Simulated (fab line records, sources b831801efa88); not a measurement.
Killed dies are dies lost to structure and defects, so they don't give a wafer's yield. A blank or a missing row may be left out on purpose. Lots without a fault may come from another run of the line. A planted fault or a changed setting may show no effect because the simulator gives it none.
fab line records | flow sky130
record lots=6 wafers=18 last_day=49
route steps=708 shown FIELD_ISO@21 NWELL@32 DNWELL@35 PWDE@45 SONOS_ONO@183 PAD_OPEN@708
lots that met no fault: from a run of the same line without faults
start_h: hours from the record's first day to the start of the lot's first wafer shown | wait_h: hours since the lot's step before | " the same as in the row above | L1.1+2: a row that stands for several wafers | - no value, or no start given | * or withheld: withheld | < > ~ a bound
route shown NAME@n: a module of which the file shows steps, and the number in the route of the first | usual: mean/standard deviation of fault-free wafers | same: alike in all rows | chamber/n: place in a boat | sites: the reading at each site | _std_site: their standard deviation | _edge_site: outer sites' mean less inner sites' | radius_mm: how far each site lies from the wafer's centre | mask NAME#n: copy n | behind: the tool/chamber that last shaped the wafer | hold: why the lot was held/for how many hours/how that ended | device: the transistor (n, p or np) that didn't switch | end of line: the same wafers' tests at the end of the route | a step without rows: its recipe alone | killed: dies lost to structure and defects at the first sort, not the wafer's yield | map: a wafer's dies, x killed, . not, _ none there
set.NAME: the setting as run; set.NAME@STEP: as run at that earlier step | model.NAME: the simulator's own value behind a step, which no gauge read
lots at some steps of the route; a table a step, a row a wafer
services: from which hour (start_h, from the record's first day; less than 0 if before it) a tool's chamber was out of use, for how many hours, and why
## steps
# step SKY_FIELD_ISO_CLEAN_20
# recipe chemistry=dHF time_s=20 dilution=100:1
# step SKY_FIELD_ISO_WET_ETCH_21
# recipe chemistry=dHF dilution=100:1 target_depth_nm=20 dry=ipa_marangoni target=SiO2 temp_c=25 time_s=400
# step SKY_FIELD_ISO_OXIDATION_22
# recipe temp_c=950 ambient=O2 stabilise_s=600 purge_s=300 target_thk_a=100 ox_time_s=623
# step SKY_FIELD_ISO_THK_MEAS_23
# recipe reads=SiO2_of_FIELD_ISO_OXIDATION_22
# usual FIELD_ISO_OXIDATION_01_THK=9.99/0.21
# columns lot.wafer tool chamber start_h wait_h FIELD_ISO_OXIDATION_01_THK[nm]
L627.1 film_metro-04 - 35.19 0.0 9.72
L627.4 " - " " 9.73
L627.5 " - " " 9.88
L628.2 film_metro-04 - 43.35 0.0 9.93
L628.5 " - " " 9.96
L628.6 " - " " 9.92
L637.2 film_metro-03 - 87.55 0.0 9.60
L637.3 " - " " 9.78
L637.4 " - " " 9.65
L638.3 film_metro-01 - 93.07 0.0 10.06
L638.4 " - " " 9.99
L638.5 " - " " 10.06
L642.1 film_metro-04 - 114.99 0.0 9.86
L642.2 " - " " 9.95
L642.5 " - " " 10.15
L644.1 film_metro-03 - 123.36 0.0 10.07
L644.2 " - " " 10.09
L644.4 " - " " 10.20
# step SKY_FIELD_ISO_CVD_24
# recipe material=SiO2 target_thk_nm=595 temp_c=650 sigma_open_frac=0.3 time_s=99.2 sih4_flow_sccm=60 pressure_mtorr=6.138
# step SKY_FIELD_ISO_THK_MEAS_25
# recipe reads=SiO2_of_FIELD_ISO_CVD_24
# usual FIELD_ISO_CVD_24_THK=598/6.7
# columns lot.wafer tool chamber start_h wait_h FIELD_ISO_CVD_24_THK[nm]
L627.1 film_metro-01 - 35.33 0.0 582
L627.4 " - " " 598
L627.5 " - " " 592
L628.2 film_metro-03 - 43.48 0.0 594
L628.5 " - " " 592
L628.6 " - " " 583
L637.2 film_metro-03 - 87.69 0.0 603
L637.3 " - " " 605
L637.4 " - " " 597
L638.3 film_metro-04 - 93.20 0.1 596
L638.4 " - " " 598
L638.5 " - " " 604
L642.1 film_metro-01 - 115.12 0.0 607
L642.2 " - " " 601
L642.5 " - " " 605
L644.1 film_metro-04 - 123.49 0.0 590
L644.2 " - " " 590
L644.4 " - " " 585
# step SKY_FIELD_ISO_ANNEAL_26
# recipe temp_c=1000 time_s=1800 ambient=N2
# step SKY_FIELD_ISO_CMP_27
# recipe stop_on=Si3N4 t_overpolish_s=16 down_force_psi=4 platen_rpm=60 target_thk_nm=457.8 pad_velocity_m_s=0.94248
# usual motor_current_A=12.0/0.84 overpolish_run_s=16.000/0.0094 time_to_endpoint_s=113/3.1
# columns lot.wafer tool chamber start_h wait_h motor_current_A overpolish_run_s time_to_endpoint_s
L627.4 cmp-02 2 38.49 0.4 11.7 15.993 111
L627.1 " 3 " " 12.1 16.019 109
L627.5 " 3 " " 12.5 15.983 113
L628.2 cmp-02 2 46.52 0.1 11.4 16.002 114
L628.6 " 3 " " 11.5 15.987 110
L628.5 " 0 " " 11.8 15.998 114
L637.3 cmp-02 0 89.24 0.0 11.4 16.004 116
L637.2 " 1 " " 14.4 16.014 112
L637.4 " 3 " " 12.9 16.019 112
L638.4 cmp-02 1 94.79 0.1 13.1 16.000 115
L638.3 " 2 " " 11.5 16.005 114
L638.5 " 0 " " 12.4 16.011 115
L642.2 cmp-01 2 117.94 0.1 11.8 16.003 111
L642.1 " 0 " " 12.3 16.017 111
L642.5 " 1 " " 10.9 15.994 115
L644.4 cmp-01 3 125.05 0.0 12.0 16.010 112
L644.2 " 0 " " 12.1 15.993 107
L644.1 " 2 " " 10.5 16.010 109
# step SKY_FIELD_ISO_WET_ETCH_28
# recipe chemistry=dHF target_depth_nm=23.7 target=SiO2 dilution=10:1 temp_c=25 time_s=47
# step SKY_FIELD_ISO_WET_ETCH_29
# recipe chemistry=H3PO4 target_depth_nm=160 target=Si3N4 temp_c=160 time_s=1825
# step SKY_FIELD_ISO_WET_ETCH_30
# recipe chemistry=dHF target_depth_nm=25 target=SiO2 dilution=10:1 temp_c=25 time_s=50
# step SKY_NWELL_CLEAN_00
# recipe chemistry=SC1/SC2 mix=1:4:20 temp_c=70 time_s=150 dry=n2_spin
# step SKY_NWELL_OXIDATION_01
# recipe temp_c=900 ambient=O2 stabilise_s=600 purge_s=300 target_thk_a=100 ox_time_s=1418
# usual spike_tc_bottom_C=922.3/1.8 spike_tc_centre_C=900.9/1.1 spike_tc_lower_C=900.1/1.1 spike_tc_top_C=906.8/2 spike_tc_upper_C=901.0/1.4 tube_center_temp_C=899.99/0.078 tube_center_temp_C_max=902.3/0.38 zone_power_centre_pct=17.58/0.25 zone_power_top_pct=34.2/0.36 zone_power_upper_pct=16.2/0.58
# same ox_time_s=1418 stabilise_s=600
# columns lot.wafer tool chamber start_h wait_h spike_tc_bottom_C spike_tc_centre_C spike_tc_lower_C spike_tc_top_C spike_tc_upper_C tube_center_temp_C tube_center_temp_C_max zone_power_centre_pct zone_power_top_pct zone_power_upper_pct model.SiO2_of_NWELL_OXIDATION_01.thk_nm
L627.1 furnace-02 0 39.58 0.2 923.2 900.3 898.8 907.1 900.3 899.78 902.4 17.60 34.3 15.9 9.686
L627.4 " 0 " " 922.1 899.6 900.5 908.0 898.5 900.08 902.5 17.36 34.4 16.0 9.894
L627.5 " 0 " " 922.2 902.6 899.8 905.4 898.9 899.95 901.7 17.33 33.6 16.0 9.951
L628.2 furnace-01 0 47.28 0.0 919.7 900.9 899.3 910.1 902.6 899.98 902.2 17.86 34.0 17.2 9.904
L628.5 " 0 " " 919.4 900.8 899.5 909.9 902.3 900 902.5 18.09 33.6 17.5 9.744
L628.6 " 0 " " 921.3 899.8 899.2 910.1 902.6 899.83 901.6 17.60 33.4 16.9 9.85
L637.2 furnace-02 0 90.45 0.3 878.3 858.3 856.3 863.0 855.3 855.25 857.5 15.69 32.0 14.6 5.759
L637.3 " 0 " " 878.7 857.2 856.2 860.2 854.7 855.26 857.8 15.73 32.4 14.2 5.828
L637.4 " 0 " " 877.9 856.0 855.5 862.8 857.1 855.09 857.1 15.59 31.6 14.3 5.958
L638.3 furnace-02 0 97.25 1.5 879.9 855.8 855.8 862.5 856.0 855.27 857.7 15.70 31.6 14.2 5.754
L638.4 " 0 " " 880.3 856.4 854.4 863.0 855.5 855.19 857.2 15.69 31.5 14.5 5.613
L638.5 " 0 " " 879.5 855.5 855.4 860.7 856.9 855.18 858.4 16.01 32.1 14.2 5.816
L642.1 furnace-01 0 119.29 0.5 920.8 898.4 898.7 910.6 902.3 900 902.4 17.70 33.9 17.2 10.01
L642.2 " 0 " " 922.0 900.5 899.0 908.8 903.2 899.96 902.1 17.46 33.9 17.2 10.07
L642.5 " 0 " " 919.1 900.4 898.6 909.1 904.9 899.98 901.8 17.89 33.7 17.1 10.16
L644.1 furnace-01 0 126.30 0.3 918.9 903.3 898.6 908.6 901.7 900.08 901.9 17.67 34.0 16.9 10.19
L644.2 " 0 " " 920.5 900.4 898.3 909.2 902.6 900 902.6 18.17 33.5 17.2 10.22
L644.4 " 0 " " 919.8 900.3 899.1 908.7 901.5 899.91 902.0 17.92 33.7 17.1 10.21
# step SKY_NWELL_THK_MEAS_02
# recipe reads=SiO2_of_NWELL_OXIDATION_01
# usual NWELL_OXIDATION_THK=9.93/0.22
# columns lot.wafer tool chamber start_h wait_h NWELL_OXIDATION_THK[nm]
L627.1 film_metro-04 - 40.98 0.0 9.72
L627.4 " - " " 9.91
L627.5 " - " " 9.99
L628.2 film_metro-03 - 48.69 0.0 9.90
L628.5 " - " " 9.70
L628.6 " - " " 9.90
L637.2 film_metro-02 - 91.85 0.0 5.75
L637.3 " - " " 5.80
L637.4 " - " " 6.01
L638.3 film_metro-03 - 98.67 0.0 5.77
L638.4 " - " " 5.60
L638.5 " - " " 5.85
L642.1 film_metro-02 - 120.69 0.0 9.97
L642.2 " - " " 10.09
L642.5 " - " " 10.19
L644.1 film_metro-04 - 127.69 0.0 10.18
L644.2 " - " " 10.28
L644.4 " - " " 10.26
# step SKY_DNWELL_DEHYDRATE_00
# recipe temp_c=200 time_s=60
# step SKY_DNWELL_HMDS_01
# recipe prime_time_s=60 prime_temp_c=120
# step SKY_DNWELL_COAT_02
# recipe spin_rpm=2000 resist_thk_nm=3000
# step SKY_DNWELL_SOFTBAKE_03
# recipe temp_c=110 time_s=withheld
# step SKY_DNWELL_EXPOSE_04
# recipe mask_id=DNM na=0.57 target_cd_nm=3000 dose_mj=222
# step SKY_DNWELL_PEB_05
# recipe temp_c=115 time_s=withheld
# step SKY_DNWELL_DEVELOP_06
# recipe wall_angle_deg=90 developer=TMAH develop_time_s=60 dev_temp_c=23
# step SKY_DNWELL_IMPLANT_07
# recipe species=P energy_kev=withheld dose_cm2=withheld tilt_deg=withheld
# step SKY_DNWELL_STRIP_08
# recipe chemistry=O2/N2 power_w=1400 pressure_mtorr=1500 platen_temp_c=withheld o2_flow_sccm=3000 n2_flow_sccm=300 overash_fraction=0.5
# usual drypump_motor_current_A=5.4/0.47 oes_product_au=0.723/0.0045 strip_time_to_endpoint_s=36.91/0.11
# columns lot.wafer tool chamber start_h wait_h drypump_motor_current_A oes_product_au rf_hours_counter_h strip_time_to_endpoint_s
L627.1 plasma_asher-02 1 56.85 0.1 5.4 0.730 39 37.02
L627.4 " 1 " " 5.3 0.730 - 36.99
L627.5 " 1 " " 5.4 0.727 - 37.06
L628.2 plasma_asher-02 0 65.05 0.1 5.6 0.722 39 36.70
L628.5 " 1 " " 5.3 0.725 - 36.71
L628.6 " 0 " " 5.6 0.725 - 36.75
L637.2 plasma_asher-04 1 110.30 0.1 4.9 0.716 44 36.66
L637.3 " 1 " " 4.9 0.718 - 36.77
L637.4 " 0 " " 6.0 0.721 - 36.82
L638.3 plasma_asher-04 1 117.56 0.1 4.9 0.718 - 36.92
L638.4 " 0 " " 6.0 0.722 - 36.96
L638.5 " 1 " " 4.9 0.721 - 36.98
L642.1 plasma_asher-04 1 140.72 0.1 4.9 0.725 47 36.95
L642.2 " 0 " " 6.0 0.726 47 37.05
L642.5 " 1 " " 4.9 0.724 - 37.10
L644.1 plasma_asher-03 0 147.37 0.1 4.9 0.715 32 36.72
L644.2 " 1 " " 5.9 0.725 32 36.76
L644.4 " 1 " " 5.9 0.720 - 36.80
# step SKY_DNWELL_TW_MEAS_09
# usual DNWELL_TW=1109/6.7
# columns lot.wafer tool chamber start_h wait_h DNWELL_TW
L627.1 film_metro-03 - 56.95 0.1 1106
L627.4 " - " " 1104
L627.5 " - " " 1108
L628.2 film_metro-02 - 65.16 0.1 1109
L628.5 " - " " 1107
L628.6 " - " " 1110
L637.2 film_metro-02 - 110.41 0.1 1102
L637.3 " - " " 1101
L637.4 " - " " 1094
L638.3 film_metro-04 - 117.64 0.1 1106
L638.4 " - " " 1107
L638.5 " - " " 1097
L642.1 film_metro-02 - 140.82 0.1 1114
L642.2 " - " " 1114
L642.5 " - " " 1111
L644.1 film_metro-03 - 147.47 0.1 1117
L644.2 " - " " 1119
L644.4 " - " " 1112
# step SKY_PWDE_DEHYDRATE_00
# recipe temp_c=200 time_s=60
# step SKY_PWDE_HMDS_01
# recipe prime_time_s=60 prime_temp_c=120
# step SKY_PWDE_COAT_02
# recipe spin_rpm=2000 resist_thk_nm=3000
# step SKY_PWDE_SOFTBAKE_03
# recipe temp_c=110 time_s=withheld
# step SKY_PWDE_EXPOSE_04
# recipe mask_id=PWDEM na=0.6 source_shape=conventional sigma_outer=0.6 polarization=unpolarized target_cd_nm=840 dose_mj=214
# step SKY_PWDE_PEB_05
# recipe temp_c=115 time_s=withheld
# step SKY_PWDE_DEVELOP_06
# recipe wall_angle_deg=90 developer=TMAH develop_time_s=60 dev_temp_c=23
# step SKY_PWDE_OVL_MEAS_07
# usual PWDE_OVL=0.6/1.4
# columns lot.wafer tool chamber start_h wait_h PWDE_OVL[nm]
L627.1 overlay-01 - 72.96 - 2.0
L627.4 " - " " 2.4
L627.5 " - " " 1.3
L628.2 overlay-01 - 81.77 - 0.4
L628.5 " - " " 1.4
L628.6 " - " " 2.0
L637.2 overlay-01 - 128.43 - -0.7
L637.3 " - " " -0.1
L637.4 " - " " -0.8
L638.3 overlay-02 - 136.94 - -1.7
L638.4 " - " " -2.7
L638.5 " - " " -3.7
L642.1 overlay-02 - 160.26 - -0.9
L642.2 " - " " -0.2
L642.5 " - " " -1.0
L644.1 overlay-01 - 167.12 - 0.0
L644.2 " - " " 0.3
L644.4 " - " " 0.8
# step SKY_PWDE_IMPLANT_08
# recipe species=B energy_kev=150 dose_cm2=3.64e+12 tilt_deg=withheld
# step SKY_PWDE_STRIP_09
# recipe chemistry=O2/N2 power_w=1400 pressure_mtorr=1500 platen_temp_c=withheld o2_flow_sccm=3000 n2_flow_sccm=300 overash_fraction=0.5
# usual drypump_motor_current_A=5.8/0.58 oes_product_au=0.723/0.005 strip_time_to_endpoint_s=36.91/0.098
# columns lot.wafer tool chamber start_h wait_h drypump_motor_current_A oes_product_au rf_hours_counter_h strip_time_to_endpoint_s
L627.1 plasma_asher-04 0 73.15 0.1 6.0 0.728 40 36.89
L627.4 " 1 " " 4.9 0.718 - 36.86
L627.5 " 0 " " 6.0 0.723 - 36.84
L628.2 plasma_asher-01 1 81.95 0.1 6.0 0.726 39 36.93
L628.5 " 1 " " 6.1 0.716 - 36.83
L628.6 " 0 " " 6.5 0.724 - 36.93
L637.2 plasma_asher-01 1 128.61 0.1 6.1 0.736 44 36.89
L637.3 " 1 " " 6.1 0.722 - 36.93
L637.4 " 0 " " 6.5 0.720 - 36.90
L638.3 plasma_asher-04 1 137.14 0.1 4.9 0.725 - 36.92
L638.4 " 0 " " 6.0 0.728 - 36.93
L638.5 " 0 " " 6.0 0.737 - 36.96
L642.1 plasma_asher-04 1 160.45 0.1 4.9 0.714 49 36.99
L642.2 " 0 " " 6.0 0.726 49 37.04
L642.5 " 0 " " 6.0 0.718 - 37.09
L644.1 plasma_asher-02 1 167.31 0.1 5.3 0.721 5 36.88
L644.2 " 0 " " 5.6 0.722 5 36.83
L644.4 " 0 " " 5.7 0.722 - 36.92
# step SKY_PWDE_TW_MEAS_10
# usual PWDE_TW=373.9/2.2
# columns lot.wafer tool chamber start_h wait_h PWDE_TW
L627.1 film_metro-03 - 73.25 0.1 374.1
L627.4 " - " " 376.5
L627.5 " - " " 376.5
L628.2 film_metro-04 - 82.06 0.1 372.6
L628.5 " - " " 377.1
L628.6 " - " " 375.4
L637.2 film_metro-02 - 128.72 0.1 373.9
L637.3 " - " " 374.1
L637.4 " - " " 375.3
L638.3 film_metro-03 - 137.23 0.1 375.9
L638.4 " - " " 376.2
L638.5 " - " " 376.0
L642.1 film_metro-03 - 160.55 0.1 376.0
L642.2 " - " " 375.0
L642.5 " - " " 373.2
L644.1 film_metro-02 - 167.41 0.1 373.4
L644.2 " - " " 374.9
L644.4 " - " " 374.2
# step SKY_NWELL_DEHYDRATE_03
# recipe temp_c=200 time_s=60
# step SKY_NWELL_HMDS_04
# recipe prime_time_s=60 prime_temp_c=120
# step SKY_NWELL_COAT_05
# recipe spin_rpm=2000 resist_thk_nm=3000
# step SKY_NWELL_SOFTBAKE_06
# recipe temp_c=110 time_s=withheld
# step SKY_NWELL_EXPOSE_07
# recipe mask_id=NWM na=0.6 source_shape=conventional sigma_outer=0.6 polarization=unpolarized target_cd_nm=840 dose_mj=255
# step SKY_NWELL_PEB_08
# recipe temp_c=115 time_s=withheld
# step SKY_NWELL_DEVELOP_09
# recipe wall_angle_deg=90 developer=TMAH develop_time_s=60 dev_temp_c=23
# step SKY_SONOS_ONO_ETCH_15
# recipe target_depth_nm=19.52 chemistry=CHF3/O2 source_w=600 bias_w=200 pressure_mtorr=40 chf3_flow_sccm=50 O2_flow_sccm=5 time_s=7.8
# usual O2_flow_sccm=5.000/0.014 drypump_motor_current_A=5.8/0.47 oes_product_au=1.002/0.0074 throttle_valve_pct=8.825/0.0086
# columns lot.wafer tool chamber start_h wait_h O2_flow_sccm drypump_motor_current_A oes_product_au rf_hours_counter_h throttle_valve_pct model.SiO2_of_NWELL_OXIDATION_01.thk_nm
L627.1 rie_diel-01 2 288.04 0.0 4.988 5.5 0.997 63 8.836 5.181
L627.4 " 1 " " 5.004 6.4 1.005 42 8.831 5.381
L627.5 " 2 " " 4.967 5.5 1.000 - 8.817 5.443
L628.2 rie_diel-02 1 298.03 0.0 5.029 6.0 1.005 22 8.834 5.387
L628.5 " 0 " " 5.023 5.8 0.995 - 8.840 5.269
L628.6 " 1 " " 5.006 6.0 1.009 - 8.835 5.354
L637.2 rie_diel-04 0 367.76 0.0 4.987 5.5 1.005 79 8.833 1.627
L637.3 " 3 " " 5.016 6.6 0.998 6 8.836 1.641
L637.4 " 1 " " 4.994 5.9 1.008 7 8.819 1.669
L638.3 rie_diel-04 1 380.99 0.0 5.009 6.0 1.007 7 8.818 1.628
L638.4 " 2 " " 5.014 5.1 1.008 35 8.820 1.596
L638.5 " 2 " " 5.027 5.1 1.000 - 8.818 1.642
L642.1 rie_diel-04 3 412.61 0.0 4.977 6.6 0.999 7 8.827 5.45
L642.2 " 1 " " 4.991 5.9 1.010 8 8.821 5.537
L642.5 " 0 " " 4.996 5.5 0.995 - 8.823 5.637
L644.1 rie_diel-02 3 422.41 0.0 4.996 5.6 1.009 11 8.826 5.621
L644.2 " 0 " " 5.004 5.8 0.999 94 8.835 5.731
L644.4 " 1 " " 5.013 6.0 0.999 24 8.821 5.708
# step SKY_PAD_OPEN_PROBE_99
# usual killed_at_M0_to_M3=44/6.8 killed_at_M4_up=3.1/1.9 killed_at_contacts=25/5.9 killed_at_front_end=15/4.3 killed_at_other=0.2/0.51 killed_dies=87/11 killed_open=47/7.9 killed_short=39/6.4
# same gross_dies=492 killed_at_back_side=0
# columns lot.wafer tool chamber start_h wait_h killed_at_M0_to_M3 killed_at_M4_up killed_at_contacts killed_at_front_end killed_at_other killed_dies killed_open killed_short model.etest.tip_p.rs_ohm_sq model.etest.pfet_01v8_mvt.drive_ua_um model.etest.pfet_01v8_mvt.off_log10_a_um model.etest.pfet_01v8.off_log10_a_um model.etest.pfet_g5v0d10v5.off_log10_a_um model.etest.sram_pfet_latch.off_log10_a_um model.etest.pfet_01v8_hvt.off_log10_a_um model.etest.pfet_01v8_mvt.vt_sat_v
L627.1 prober-01 - 1077.23 0.1 39 2 29 11 0 81 49 32 6729 155.5 -9.965 -9.291 -12.94 -12.86 -12.92 -0.5344
L627.4 prober-01 - 1077.38 0.2 38 3 20 17 1 79 39 40 6735 156.2 -10.2 -9.434 -12.54 -12.64 -12.91 -0.532
L627.5 prober-01 - 1077.43 0.2 47 1 19 7 1 75 41 34 6702 153.9 -10.19 -9.225 -12.58 -12.66 -12.82 -0.5348
L628.2 prober-01 - 1095.47 0.1 37 9 17 12 0 75 49 26 6887 150.2 -10.51 -9.82 -12.91 -12.8 -13.17 -0.5579
L628.5 prober-01 - 1095.62 0.2 39 6 19 8 0 72 33 39 6840 152 -10.48 -9.618 -12.86 -12.65 -12.86 -0.5617
L628.6 prober-01 - 1095.67 0.2 52 3 14 9 1 79 47 32 6825 153 -10.46 -9.627 -12.45 -12.74 -13.08 -0.5556
L637.2 prober-02 - 1141.64 0.1 39 1 39 20 0 99 65 34 6750 156.7 -9.977 -9.06 -11.97 -12.44 -12.85 -0.5025
L637.3 prober-02 - 1141.69 0.2 38 2 23 21 0 84 52 32 6733 157.6 -9.864 -9.112 -12.11 -12.25 -12.78 -0.5103
L637.4 prober-02 - 1141.74 0.2 38 0 24 18 0 80 43 37 6706 154.9 -9.969 -9.28 -12.17 -12.34 -12.79 -0.5183
L638.3 prober-01 - 1145.14 0.2 35 3 24 11 1 74 41 33 6738 153.4 -9.976 -9.33 -12.31 -12.44 -12.83 -0.5188
L638.4 prober-01 - 1145.19 0.2 35 4 26 11 0 76 41 35 6715 154.3 -9.916 -9.304 -12.46 -12.45 -12.83 -0.5205
L638.5 prober-01 - 1145.24 0.2 33 2 19 15 0 69 39 30 6694 153.7 -10.06 -9.576 -12.28 -12.72 -13.09 -0.5221
L642.1 prober-01 - 1165.05 0.1 44 2 23 14 1 84 46 38 6881 153.6 -10.47 -9.259 -12.79 -12.51 -12.86 -0.5555
L642.2 prober-01 - 1165.10 0.1 48 3 26 9 0 86 52 34 6876 150.5 -10.62 -9.361 -12.71 -12.37 -12.84 -0.5562
L642.5 prober-01 - 1165.25 0.2 55 3 23 17 1 99 53 46 6887 151.8 -10.39 -9.313 -12.42 -12.34 -12.82 -0.5583
L644.1 prober-01 - 1168.94 0.1 37 8 31 21 1 98 56 42 6855 153.3 -10.68 -9.494 -12.51 -12.66 -12.97 -0.5636
L644.2 prober-01 - 1168.99 0.1 47 1 28 15 1 92 49 43 6855 156 -10.47 -9.385 -12.61 -12.43 -12.81 -0.558
L644.4 prober-01 - 1169.09 0.2 44 1 29 11 0 85 45 40 6853 153.1 -10.48 -9.344 -12.72 -12.54 -12.84 -0.5691
# killed by level:class
L627.1 VIA1:geometric_particle:open=16 CONTACT:geometric_particle:open=10 VIA3:geometric_particle:open=9 CONTACT:geometric_particle:short=6 METAL2:geometric_particle:short=6 LI_CONTACT:geometric_particle:open=5 LOCAL_INTERCONNECT:geometric_particle:short=5 POLY_GATE:geometric_particle:open=4
L627.4 CONTACT:geometric_particle:open=8 VIA1:geometric_particle:open=7 POLY_GATE:geometric_particle:open=6 METAL1:geometric_particle:short=6 METAL2:geometric_particle:short=5 CONTACT:geometric_particle:short=5 VIA3:geometric_particle:open=5 VIA2:geometric_particle:open=5
L627.5 VIA1:geometric_particle:short=10 CONTACT:geometric_particle:open=9 VIA2:geometric_particle:open=8 VIA3:geometric_particle:open=7 VIA1:geometric_particle:open=5 METAL2:geometric_particle:short=5 METAL1:geometric_particle:short=4 FIELD_ISO:geometric_particle:open=3
L628.2 VIA3:geometric_particle:open=10 VIA1:geometric_particle:open=8 CONTACT:geometric_particle:open=8 VIA2:geometric_particle:open=6 POLY_GATE:geometric_particle:short=5 LI_CONTACT:geometric_particle:open=5 METAL4:geometric_particle:short=5 VIA1:geometric_particle:short=4
L628.5 CONTACT:geometric_particle:open=7 VIA1:geometric_particle:open=6 VIA1:geometric_particle:short=6 VIA2:geometric_particle:open=6 METAL1:geometric_particle:short=6 LI_CONTACT:geometric_particle:open=5 VIA3:geometric_particle:short=5 METAL4:geometric_particle:short=5
L628.6 VIA1:geometric_particle:open=13 VIA2:geometric_particle:open=11 METAL1:geometric_particle:short=9 VIA3:geometric_particle:open=6 METAL2:geometric_particle:short=5 CONTACT:geometric_particle:open=5 FIELD_ISO:geometric_particle:short=4 LI_CONTACT:geometric_particle:open=4
L637.2 LI_CONTACT:geometric_particle:open=12 CONTACT:geometric_particle:open=12 VIA3:geometric_particle:open=8 VIA2:geometric_particle:open=7 FIELD_ISO:geometric_particle:open=6 POLY_GATE:geometric_particle:open=6 LI_CONTACT:geometric_particle:short=5 LOCAL_INTERCONNECT:geometric_particle:short=5
L637.3 CONTACT:geometric_particle:open=9 FIELD_ISO:geometric_particle:short=8 VIA3:geometric_particle:open=8 LI_CONTACT:geometric_particle:open=6 VIA2:geometric_particle:open=6 VIA1:geometric_particle:open=6 FIELD_ISO:geometric_particle:open=4 POLY_GATE:geometric_particle:open=4
L637.4 CONTACT:geometric_particle:open=13 LI_CONTACT:geometric_particle:open=8 VIA1:geometric_particle:open=8 FIELD_ISO:geometric_particle:short=6 METAL2:geometric_particle:short=6 VIA3:geometric_particle:open=5 VIA1:geometric_particle:short=5 POLY_GATE:geometric_particle:short=4
L638.3 CONTACT:geometric_particle:open=8 LI_CONTACT:geometric_particle:open=7 VIA1:geometric_particle:open=7 VIA2:geometric_particle:open=5 POLY_GATE:geometric_particle:open=4 CONTACT:geometric_particle:short=4 METAL1:geometric_particle:short=4 VIA3:geometric_particle:short=4
L638.4 VIA1:geometric_particle:short=13 CONTACT:geometric_particle:open=12 VIA1:geometric_particle:open=11 LI_CONTACT:geometric_particle:open=5 LOCAL_INTERCONNECT:geometric_particle:short=5 POLY_GATE:geometric_particle:open=3 METAL4:geometric_particle:short=3 FIELD_ISO:geometric_particle:open=2
L638.5 VIA2:geometric_particle:open=9 LI_CONTACT:geometric_particle:open=7 VIA1:geometric_particle:open=6 VIA3:geometric_particle:open=6 POLY_GATE:geometric_particle:short=5 CONTACT:geometric_particle:open=4 VIA2:geometric_particle:short=4 LI_CONTACT:geometric_particle:short=3
L642.1 VIA1:geometric_particle:open=10 CONTACT:geometric_particle:open=8 VIA3:geometric_particle:open=8 LOCAL_INTERCONNECT:geometric_particle:short=7 FIELD_ISO:geometric_particle:short=6 LI_CONTACT:geometric_particle:open=5 METAL2:geometric_particle:short=5 VIA2:geometric_particle:short=5
L642.2 VIA1:geometric_particle:open=14 LI_CONTACT:geometric_particle:open=8 VIA3:geometric_particle:open=8 VIA2:geometric_particle:open=7 LOCAL_INTERCONNECT:geometric_particle:short=6 CONTACT:geometric_particle:open=6 METAL2:geometric_particle:short=6 VIA1:geometric_particle:short=5
L642.5 VIA1:geometric_particle:open=11 CONTACT:geometric_particle:open=9 LI_CONTACT:geometric_particle:open=8 VIA1:geometric_particle:short=7 VIA2:geometric_particle:open=7 VIA3:geometric_particle:short=7 VIA3:geometric_particle:open=7 POLY_GATE:geometric_particle:short=6
L644.1 CONTACT:geometric_particle:open=18 VIA1:geometric_particle:open=8 CONTACT:geometric_particle:short=7 FIELD_ISO:geometric_particle:short=6 VIA2:geometric_particle:open=6 VIA1:geometric_particle:short=5 FIELD_ISO:geometric_particle:open=4 POLY_GATE:geometric_particle:open=4
L644.2 CONTACT:geometric_particle:open=11 VIA1:geometric_particle:open=11 VIA1:geometric_particle:short=8 VIA3:geometric_particle:open=7 METAL2:geometric_particle:short=7 LI_CONTACT:geometric_particle:open=6 CONTACT:geometric_particle:short=6 METAL1:geometric_particle:short=6
L644.4 CONTACT:geometric_particle:open=13 VIA2:geometric_particle:open=11 LI_CONTACT:geometric_particle:open=7 VIA1:geometric_particle:short=6 VIA2:geometric_particle:short=6 CONTACT:geometric_particle:short=5 METAL2:geometric_particle:short=5 FIELD_ISO:geometric_particle:open=4
## services
# columns tool chamber start_h hours kind
furnace-02 - 27.69 3.1 pm
plasma_asher-02 - 52.33 0.4 repair
furnace-02 - 56.63 4.1 pm
cmp-02 - 64.00 4.0 pm
cmp-02 - 81.70 2.3 pm
cmp-02 - 99.41 4.9 repair
plasma_asher-04 - 104.88 1.1 repair
rie_diel-04 - 108.61 0.8 repair
plasma_asher-02 - 108.75 9.0 pm
furnace-01 - 113.13 3.1 pm
cmp-02 - 123.41 5.2 repair
plasma_asher-02 - 135.51 2.7 repair
rie_diel-04 1 155.01 10.2 repair
rie_diel-04 - 165.03 28.1 pm
furnace-02 - 194.99 3.8 pm
plasma_asher-04 - 200.80 1.1 repair
rie_diel-04 0 212.17 2.7 repair
plasma_asher-02 - 217.26 1.2 repair
cmp-02 - 222.96 4.2 repair
rie_diel-04 1 228.50 4.5 repair
plasma_asher-04 - 314.73 1.1 repair
cmp-02 - 346.10 6.6 pm
plasma_asher-04 - 384.56 5.2 pm
cmp-02 - 404.03 4.0 pm
## key
first_sign step=SKY_NWELL_OXIDATION_01 reading=tube_center_temp_C direction=down sigmas=99+ usual=* struck=*
effect step=SKY_NWELL_OXIDATION_01 reading=tube_center_temp_C_max direction=down sigmas=99+ usual=* struck=*
effect step=SKY_NWELL_THK_MEAS_02 reading=NWELL_OXIDATION_THK direction=down sigmas=19 usual=9.93 struck=5.80
model_effect step=SKY_NWELL_OXIDATION_01 value=SiO2_of_NWELL_OXIDATION_01.thk_nm without=9.86 struck=5.788
model_effect step=SKY_SONOS_ONO_ETCH_15 value=SiO2_of_NWELL_OXIDATION_01.thk_nm without=5.313 struck=1.634
model_effect step=SKY_PAD_OPEN_PROBE_99 value=etest.tip_p.rs_ohm_sq without=6871 struck=6723
met_at SKY_NWELL_OXIDATION_01
struck_wafers L637.2,L637.3,L637.4,L638.3,L638.4,L638.5
tester_left_out L637,L638
onset_between 39.58 90.45
fault kind=process_parameter_drift tool=furnace-02 chamber=- onset_h=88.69 steps=SKY_NWELL_OXIDATION_01 channel=temp_c offset=* shape=step end_h=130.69 acts_in=* stated=*
# tester_left_out: of these lots the tester's yield and bins aren't shown, on N5 and GAA mostly nor the transistor test; their killed dies are dies lost to structure and defects alone, not to doping, threshold or leakage, so they don't give the yield
